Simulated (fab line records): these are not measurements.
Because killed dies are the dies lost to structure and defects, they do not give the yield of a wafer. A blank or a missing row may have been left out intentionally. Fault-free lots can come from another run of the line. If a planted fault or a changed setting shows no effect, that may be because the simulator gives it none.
Which tool is to blame? || flow gf180mcu || route of 602 steps, sampled at 1 step: 12 lots, 36 wafers

== WHAT EACH GAUGE READ, for each wafer ==
GF_M3_OVL_MEAS_15.
{"lot": "L075", "measured": "day 21 12:05", "on": "overlay-02", "M3_OVL (nm)": "8 4 7"}
{"lot": "L077", "measured": "day 22 06:13", "on": "overlay-02", "M3_OVL (nm)": "13 1 7"}
{"lot": "L079", "measured": "day 23 00:37", "on": "overlay-01", "M3_OVL (nm)": "-9 -4 -3"}
{"lot": "L081", "measured": "day 23 21:47", "on": "overlay-02", "M3_OVL (nm)": "-10 -5 -3"}
{"lot": "L083", "measured": "day 24 16:25", "on": "overlay-01", "M3_OVL (nm)": "-3 5 -4"}
{"lot": "L085", "measured": "day 25 09:46", "on": "overlay-01", "M3_OVL (nm)": "-1 -7 -5"}
{"lot": "L087", "measured": "day 26 04:46", "on": "overlay-01", "M3_OVL (nm)": "-2 -11 -12"}
{"lot": "L089", "measured": "day 26 21:17", "on": "overlay-01", "M3_OVL (nm)": "-5 2 5"}
{"lot": "L091", "measured": "day 27 14:14", "on": "overlay-01", "M3_OVL (nm)": "5 7 1"}
{"lot": "L093", "measured": "day 28 02:34", "on": "overlay-02", "M3_OVL (nm)": "2 11 10"}
{"lot": "L094", "measured": "day 28 15:01", "on": "overlay-02", "M3_OVL (nm)": "4 7 0"}
{"lot": "L097", "measured": "day 28 22:49", "on": "overlay-01", "M3_OVL (nm)": "-2 -2 -7"}

== EACH LOT AND THE TOOL THAT RAN IT (in order: tool; ch and the chambers of the sampled wafers; start) ==
The record shows no process step preceding these readings.

== THE ANSWER, worked out from the rows above alone ==
Rule: what is usual is taken from the lots themselves. The widest of any qualifying gaps counts: lots, ordered by their means at a reading, are off when they make up no more than a third of the lots, leave a main group of 4 or more, and stand apart from it by 3 or more times the standard deviation of that group's means. The tables above print the reading to a certain number of digits; a main group whose means all agree to those digits is not used. A lot without any number at a reading at which 4 lots or more have one is off too. Any other lot the step has rows for is counted as sound.
Nothing can be told from this: no lot is off at any reading shown.

== WHAT WAS PUT IN BY THE SIMULATOR ==
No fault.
